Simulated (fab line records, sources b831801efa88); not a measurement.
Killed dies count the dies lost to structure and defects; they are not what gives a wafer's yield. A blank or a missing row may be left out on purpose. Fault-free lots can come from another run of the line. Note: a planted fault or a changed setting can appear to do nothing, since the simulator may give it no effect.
Problem report in the 8D (eight disciplines) form, filled by code    flow sky130    the parts of the form that need people (team, actions taken, sign-off) are left out

== 1. THE ISSUE ==
Mean CONTACT_W_RS at SKY_CONTACT_RS_MEAS_25: 0.401 ohm/sq over 3 wafers in 3 lots; fault-free wafers: 0.337 ohm/sq, standard deviation 0.0034. That is +19 standard deviations from the usual mean.
The step: measures by four-point-probe.
Earliest sighting: wafer L140.2 on filmMetro-03 at day 37 19:40. The record holds 30 wafers of 11 lots with a number at this step. The rule behind "out" and "out of limits": a value lying over 4 standard deviations away from the usual mean. All remaining wafers that have a number are taken as sound.

== 2. WHAT IT IS AND WHAT IT IS NOT ==
question                     is                                        is not
which readings at this step  CONTACT_W_RS                              -
which lots                   L140, L141, L143                          L123, L124, L125, L132, L133, L136, L137, L138
which wafers of those lots   L140.2, L141.5, L143.5                    L140.3, L141.3, L143.4
read on which gauges         filmMetro-01, filmMetro-03, filmMetro-04  -
when                         from day 37 19:40                         up to then (25 sound wafers); but 2 sound wafers of L141, L143 came after

== 3. THE SUSPECTS, EACH WITH WHAT RULES IT OUT ==
Counting: a tool at a process step up to the reading stays a suspect if it ran every lot that is out. Sound lots after the first of them don't rule it out here, since some wafers of a struck lot are sound.
- the gauge at SKY_CONTACT_RS_MEAS_25 is ruled out. The wafers that are out were read on 3 gauges (filmMetro-01, filmMetro-03, filmMetro-04).
- cvdW-02 at SKY_CONTACT_CVD_24 (deposits W, target thk 340 nm, time 102.12 s): kept. Every lot that is out went through it, the first being L140 (day 37 19:32); the last sound lot it ran before that was L137 (day 37 18:05).
The count leaves cvdW-02 at SKY_CONTACT_CVD_24.

== 4. THE CAUSE (what the simulator had put in) ==
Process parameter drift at SKY_CONTACT_CVD_24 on cvdW-02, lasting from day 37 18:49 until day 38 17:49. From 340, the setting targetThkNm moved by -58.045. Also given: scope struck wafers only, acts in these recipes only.
The count eliminated every tool but this one.

== 5. THE CHAIN OF EFFECTS, in route order ==
Each row: a reading where the mean over the struck wafers with a number is more than 3 standard deviations away from the usual. Only readings whose record carries a usual standard deviation are examined. hours: median over the lots of the time between each lot's start at the first step of this table that gives one and its start at this step. sigmas: the change, counted in usual standard deviations.
hours  step                     reading          usual         on struck wafers  change  sigmas
0      SKY_CONTACT_RS_MEAS_25   CONTACT_W_RS     0.337 ohm/sq  0.401             +0.064  +19
0      SKY_CONTACT_THK_MEAS_26  CONTACT_W_THK    346 nm        291               -55     -12
0      SKY_CONTACT_CMP_27       timeToEndpointS  83 s          70                -13     -4.3
It contains these process steps:
- SKY_CONTACT_CMP_27: polishes, stops on SiO2, t overpolish 15 s, target thk 0 nm.

== 6. HOW IT WOULD HAVE BEEN CAUGHT EARLIER ==
In this record the first reading out of limits at a measuring or inspecting step was taken at day 37 19:40, 1 hour after the fault began at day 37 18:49.
An alarm limit of 4 standard deviations would not have fired on the tool readings at SKY_CONTACT_CVD_24 for which the record gives a usual standard deviation, since none of them was out on any struck wafer.
Of the lots that are out (3), L141, L143 began SKY_CONTACT_CVD_24 on cvdW-02 after day 37 19:40. A hold on the tool at that time would have spared those 2.
